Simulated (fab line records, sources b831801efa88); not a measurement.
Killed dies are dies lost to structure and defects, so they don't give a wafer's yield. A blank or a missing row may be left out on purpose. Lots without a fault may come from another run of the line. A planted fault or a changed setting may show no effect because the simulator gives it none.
Chamber matching | flow gf180mcu | GF_V4_CMP_04 on cmp-01: 4 sister chambers
The step polishes SiO2. 8 wafers are shown with their chamber, then 7 later ones without.

WAFERS WITH THEIR CHAMBER
wafer  | chamber | motor_current_A (A) | platen_rpm (rpm)
L866.6 | 1       | 13.3                | 60.01
L874.2 | 2       | 11.7                | 60.03
L874.5 | 3       | 11.3                | 60.01
L878.4 | 0       | 10.6                | 59.99
L878.5 | 3       | 11.1                | 60.00
L878.6 | 0       | 10.0                | 59.99
L880.1 | 1       | 13.4                | 60.00
L880.2 | 2       | 10.5                | 59.98

WAFERS WITHOUT THEIR CHAMBER
wafer  | motor_current_A (A) | platen_rpm (rpm)
L880.6 | 13.4                | 59.93
L882.2 | 11.5                | 60.04
L882.3 | 13.5                | 60.03
L882.4 | 10.8                | 60.05
L883.1 | 11.4                | 60.04
L883.5 | 11.4                | 60.00
L883.6 | 12.8                | 59.90

WHICH CHAMBER EACH WENT THROUGH
wafer  | from the rows above               | in truth
L880.6 | 1                                 | 1
L882.2 | can't be placed: 3 or 2 or 0      | 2
L882.3 | 1                                 | 1
L882.4 | can't be placed: 2 or 3 or 0      | 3
L883.1 | can't be placed: 3 or 2 or 0      | 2
L883.5 | can't be placed: 3 or 2 or 0      | 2
L883.6 | can't be placed: 1 or 3 or 2 or 0 | 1
Placed correctly: 2 of 7. Can't be placed from these rows: 5 (the true chamber is among the candidates in 5). Placed wrongly: 0.
How it was worked out, from the rows above alone: a wafer's distance from a chamber is the root of the sum, over the readings, of the square of ((its reading less the chamber's mean) divided by the reading's scatter). The wafer belongs to the nearest chamber; if the next one is less than 2 further off, it can't be placed. A chamber's mean is the mean of its shown wafers. The scatter: the root of (the sum of the squares of (reading less its chamber's mean) over the shown wafers, divided by (wafers less chambers)).
